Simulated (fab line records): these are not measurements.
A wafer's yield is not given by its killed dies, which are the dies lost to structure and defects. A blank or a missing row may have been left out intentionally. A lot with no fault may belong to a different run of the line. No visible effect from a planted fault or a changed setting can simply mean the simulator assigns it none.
What tool caused it? || flow sky130 || 36 wafers from 12 lots sampled at 4 of the route's 708 steps

WHAT THE GAUGES READ, wafer by wafer
SKY_METAL4_CD_MEAS_13: the cd target is 300 nm. Usual: cdNm 299.1 nm, standard deviation 1.5.
{"lot": "L299", "measured": "day 42 12:58", "on": "cdSem-02", "cdNm (nm)": "300.6 297.9 299.7", "flag": ""}
{"lot": "L300", "measured": "day 42 18:52", "on": "cdSem-02", "cdNm (nm)": "299.3 298.7 299.3", "flag": ""}
{"lot": "L302", "measured": "day 43 05:37", "on": "cdSem-02", "cdNm (nm)": "299.1 300.5 300.2", "flag": ""}
{"lot": "L303", "measured": "day 43 08:57", "on": "cdSem-02", "cdNm (nm)": "297.5 300.3 298.3", "flag": ""}
{"lot": "L307", "measured": "day 44 12:09", "on": "cdSem-02", "cdNm (nm)": "300.4 301.9 300.1", "flag": ""}
{"lot": "L308", "measured": "day 44 12:45", "on": "cdSem-01", "cdNm (nm)": "299.2 299.9 299.1", "flag": ""}
{"lot": "L310", "measured": "day 45 02:27", "on": "cdSem-01", "cdNm (nm)": "297.9 296.7 298.5", "flag": ""}
{"lot": "L311", "measured": "day 45 10:04", "on": "cdSem-01", "cdNm (nm)": "294.6 295.8 295.7", "flag": ""}
{"lot": "L313", "measured": "day 45 19:25", "on": "cdSem-01", "cdNm (nm)": "298.1 297.3 298.6", "flag": ""}
{"lot": "L317", "measured": "day 46 16:20", "on": "cdSem-01", "cdNm (nm)": "298.6 299.0 298.7", "flag": ""}
{"lot": "L318", "measured": "day 46 21:56", "on": "cdSem-01", "cdNm (nm)": "300.8 301.2 301.3", "flag": ""}
{"lot": "L322", "measured": "day 48 00:58", "on": "cdSem-01", "cdNm (nm)": "298.9 298.0 298.3", "flag": ""}

EACH LOT AND THE TOOL THAT RAN IT (in order: tool; ch and the chambers of the sampled wafers; start)
{"lot": "L299", "SKY_VIA2_STRIP_16": "plasmaAsher-02 ch 0,1, day 37 03:04", "SKY_VIA3_SPUTTER_20": "pvdSputter-01, day 40 11:44", "SKY_METAL4_SPUTTER_04": "pvdSputter-04, day 40 12:31"}
{"lot": "L300", "SKY_VIA2_STRIP_16": "plasmaAsher-02 ch 0,1, day 37 11:44", "SKY_VIA3_SPUTTER_20": "pvdSputter-04, day 40 18:52", "SKY_METAL4_SPUTTER_04": "pvdSputter-01, day 40 19:38"}
{"lot": "L302", "SKY_VIA2_STRIP_16": "plasmaAsher-03 ch 0,1, day 37 23:25", "SKY_VIA3_SPUTTER_20": "pvdSputter-04, day 41 05:38", "SKY_METAL4_SPUTTER_04": "pvdSputter-04, day 41 06:25"}
{"lot": "L303", "SKY_VIA2_STRIP_16": "plasmaAsher-01 ch 0,1, day 38 02:16", "SKY_VIA3_SPUTTER_20": "pvdSputter-01, day 41 08:22", "SKY_METAL4_SPUTTER_04": "pvdSputter-04, day 41 09:08"}
{"lot": "L307", "SKY_VIA2_STRIP_16": "plasmaAsher-02 ch 0,1, day 39 07:35", "SKY_VIA3_SPUTTER_20": "pvdSputter-04, day 42 12:59", "SKY_METAL4_SPUTTER_04": "pvdSputter-02, day 42 13:46"}
{"lot": "L308", "SKY_VIA2_STRIP_16": "plasmaAsher-01 ch 0,1, day 39 09:26", "SKY_VIA3_SPUTTER_20": "pvdSputter-04, day 42 14:08", "SKY_METAL4_SPUTTER_04": "pvdSputter-02, day 42 15:01"}
{"lot": "L310", "SKY_VIA2_STRIP_16": "plasmaAsher-01 ch 0,1, day 40 00:22", "SKY_VIA3_SPUTTER_20": "pvdSputter-03, day 43 03:09", "SKY_METAL4_SPUTTER_04": "pvdSputter-02, day 43 03:56"}
{"lot": "L311", "SKY_VIA2_STRIP_16": "plasmaAsher-01 ch 0,1, day 40 06:51", "SKY_VIA3_SPUTTER_20": "pvdSputter-03, day 43 10:43", "SKY_METAL4_SPUTTER_04": "pvdSputter-01, day 43 11:29"}
{"lot": "L313", "SKY_VIA2_STRIP_16": "plasmaAsher-02 ch 0,1, day 40 20:02", "SKY_VIA3_SPUTTER_20": "pvdSputter-04, day 43 21:27", "SKY_METAL4_SPUTTER_04": "pvdSputter-02, day 43 22:13"}
{"lot": "L317", "SKY_VIA2_STRIP_16": "plasmaAsher-02 ch 0,1, day 41 15:31", "SKY_VIA3_SPUTTER_20": "pvdSputter-03, day 44 17:46", "SKY_METAL4_SPUTTER_04": "pvdSputter-02, day 44 18:32"}
{"lot": "L318", "SKY_VIA2_STRIP_16": "plasmaAsher-02 ch 0,1, day 42 01:37", "SKY_VIA3_SPUTTER_20": "pvdSputter-03, day 45 01:30", "SKY_METAL4_SPUTTER_04": "pvdSputter-04, day 45 02:16"}
{"lot": "L322", "SKY_VIA2_STRIP_16": "plasmaAsher-01 ch 0,1, day 43 05:55", "SKY_VIA3_SPUTTER_20": "pvdSputter-04, day 46 06:29", "SKY_METAL4_SPUTTER_04": "pvdSputter-02, day 46 07:15"}
- SKY_VIA2_STRIP_16: strips in O2/N2.
- SKY_VIA3_SPUTTER_20: material TiN, target thk 20 nm, time 80 s.
- SKY_METAL4_SPUTTER_04: material TiN, target thk 70 nm, time 58.3 s.

AS READ BY THE TOOLS THEMSELVES (means over the sampled wafers that have a number; for cases with no such wafer, the mark the record gives instead)
SKY_VIA2_STRIP_16. Usual: drypumpMotorCurrentA 5.8 A, standard deviation 0.34; oesProductAu 0.398 a.u., standard deviation 0.0048; stripTimeToEndpointS 4.044 s, standard deviation 0.024.
{"lot": "L299", "tool": "plasmaAsher-02", "drypumpMotorCurrentA (A)": 5.6, "oesProductAu (a.u.)": 0.400, "stripTimeToEndpointS (s)": 4.077, "flag": ""}
{"lot": "L300", "tool": "plasmaAsher-02", "drypumpMotorCurrentA (A)": 5.6, "oesProductAu (a.u.)": 0.399, "stripTimeToEndpointS (s)": 4.032, "flag": ""}
{"lot": "L302", "tool": "plasmaAsher-03", "drypumpMotorCurrentA (A)": 5.8, "oesProductAu (a.u.)": 0.399, "stripTimeToEndpointS (s)": 4.082, "flag": ""}
{"lot": "L303", "tool": "plasmaAsher-01", "drypumpMotorCurrentA (A)": 5.7, "oesProductAu (a.u.)": 0.399, "stripTimeToEndpointS (s)": 4.021, "flag": ""}
{"lot": "L307", "tool": "plasmaAsher-02", "drypumpMotorCurrentA (A)": 6.0, "oesProductAu (a.u.)": 0.398, "stripTimeToEndpointS (s)": 4.026, "flag": ""}
{"lot": "L308", "tool": "plasmaAsher-01", "drypumpMotorCurrentA (A)": 5.7, "oesProductAu (a.u.)": 0.397, "stripTimeToEndpointS (s)": 4.013, "flag": ""}
{"lot": "L310", "tool": "plasmaAsher-01", "drypumpMotorCurrentA (A)": 5.8, "oesProductAu (a.u.)": 0.402, "stripTimeToEndpointS (s)": 4.058, "flag": ""}
{"lot": "L311", "tool": "plasmaAsher-01", "drypumpMotorCurrentA (A)": 5.8, "oesProductAu (a.u.)": 0.399, "stripTimeToEndpointS (s)": 4.052, "flag": ""}
{"lot": "L313", "tool": "plasmaAsher-02", "drypumpMotorCurrentA (A)": 6.0, "oesProductAu (a.u.)": 0.393, "stripTimeToEndpointS (s)": 4.055, "flag": ""}
{"lot": "L317", "tool": "plasmaAsher-02", "drypumpMotorCurrentA (A)": 5.6, "oesProductAu (a.u.)": 0.402, "stripTimeToEndpointS (s)": 4.018, "flag": ""}
{"lot": "L318", "tool": "plasmaAsher-02", "drypumpMotorCurrentA (A)": 6.0, "oesProductAu (a.u.)": 0.399, "stripTimeToEndpointS (s)": 4.032, "flag": ""}
{"lot": "L322", "tool": "plasmaAsher-01", "drypumpMotorCurrentA (A)": 5.7, "oesProductAu (a.u.)": 0.400, "stripTimeToEndpointS (s)": 4.033, "flag": ""}

SKY_VIA3_SPUTTER_20. Usual: chamberPressurePa 5.001 Pa, standard deviation 0.0097; throttleValvePct 30.3 %, standard deviation 1.6.
{"lot": "L299", "tool": "pvdSputter-01", "chamberPressurePa (Pa)": 5.004, "throttleValvePct (%)": 29.6, "flag": ""}
{"lot": "L300", "tool": "pvdSputter-04", "chamberPressurePa (Pa)": 5.002, "throttleValvePct (%)": 31.1, "flag": ""}
{"lot": "L302", "tool": "pvdSputter-04", "chamberPressurePa (Pa)": 5.002, "throttleValvePct (%)": 30.8, "flag": ""}
{"lot": "L303", "tool": "pvdSputter-01", "chamberPressurePa (Pa)": 5.009, "throttleValvePct (%)": 29.8, "flag": ""}
{"lot": "L307", "tool": "pvdSputter-04", "chamberPressurePa (Pa)": 4.997, "throttleValvePct (%)": 30.5, "flag": ""}
{"lot": "L308", "tool": "pvdSputter-04", "chamberPressurePa (Pa)": 4.989, "throttleValvePct (%)": 31.1, "flag": ""}
{"lot": "L310", "tool": "pvdSputter-03", "chamberPressurePa (Pa)": 5.006, "throttleValvePct (%)": 30.4, "flag": ""}
{"lot": "L311", "tool": "pvdSputter-03", "chamberPressurePa (Pa)": 5.007, "throttleValvePct (%)": 30.0, "flag": ""}
{"lot": "L313", "tool": "pvdSputter-04", "chamberPressurePa (Pa)": 5.007, "throttleValvePct (%)": 29.2, "flag": ""}
{"lot": "L317", "tool": "pvdSputter-03", "chamberPressurePa (Pa)": 5.004, "throttleValvePct (%)": 30.0, "flag": ""}
{"lot": "L318", "tool": "pvdSputter-03", "chamberPressurePa (Pa)": 5.002, "throttleValvePct (%)": 30.5, "flag": ""}
{"lot": "L322", "tool": "pvdSputter-04", "chamberPressurePa (Pa)": 5.009, "throttleValvePct (%)": 29.2, "flag": ""}

SKY_METAL4_SPUTTER_04. Usual: chamberPressurePa 0.4000 Pa, standard deviation 0.00085; throttleValvePct 30.4 %, standard deviation 1.2.
{"lot": "L299", "tool": "pvdSputter-04", "chamberPressurePa (Pa)": 0.4007, "throttleValvePct (%)": 30.0, "flag": ""}
{"lot": "L300", "tool": "pvdSputter-01", "chamberPressurePa (Pa)": 0.3994, "throttleValvePct (%)": 30.0, "flag": ""}
{"lot": "L302", "tool": "pvdSputter-04", "chamberPressurePa (Pa)": 0.3994, "throttleValvePct (%)": 30.0, "flag": ""}
{"lot": "L303", "tool": "pvdSputter-04", "chamberPressurePa (Pa)": 0.3994, "throttleValvePct (%)": 30.7, "flag": ""}
{"lot": "L307", "tool": "pvdSputter-02", "chamberPressurePa (Pa)": 0.4009, "throttleValvePct (%)": 31.0, "flag": ""}
{"lot": "L308", "tool": "pvdSputter-02", "chamberPressurePa (Pa)": 0.3995, "throttleValvePct (%)": 30.7, "flag": ""}
{"lot": "L310", "tool": "pvdSputter-02", "chamberPressurePa (Pa)": 0.3997, "throttleValvePct (%)": 31.0, "flag": ""}
{"lot": "L311", "tool": "pvdSputter-01", "chamberPressurePa (Pa)": 0.4003, "throttleValvePct (%)": 29.8, "flag": ""}
{"lot": "L313", "tool": "pvdSputter-02", "chamberPressurePa (Pa)": 0.4010, "throttleValvePct (%)": 30.2, "flag": ""}
{"lot": "L317", "tool": "pvdSputter-02", "chamberPressurePa (Pa)": 0.3999, "throttleValvePct (%)": 31.2, "flag": ""}
{"lot": "L318", "tool": "pvdSputter-04", "chamberPressurePa (Pa)": 0.3988, "throttleValvePct (%)": 30.3, "flag": ""}
{"lot": "L322", "tool": "pvdSputter-02", "chamberPressurePa (Pa)": 0.4004, "throttleValvePct (%)": 31.0, "flag": ""}

THE ANSWER, worked out from the rows above alone
Rule: lot off if the mean of its wafers having a number is beyond 3 standard deviations from the usual mean. A lot without any number at a reading at which 4 lots or more have one is off too. All remaining lots with rows at the step are treated as sound. The gauges are gone through in route order, then the tools' own readings, and for those a lot's mean is taken as printed above. The first step at which some lot is off is used, and at that step the reading that is off furthest; a lot without a number counts as furthest.
No lot is off on any of the readings shown, so nothing can be concluded from this.

WHAT THE SIMULATOR HAD INSERTED
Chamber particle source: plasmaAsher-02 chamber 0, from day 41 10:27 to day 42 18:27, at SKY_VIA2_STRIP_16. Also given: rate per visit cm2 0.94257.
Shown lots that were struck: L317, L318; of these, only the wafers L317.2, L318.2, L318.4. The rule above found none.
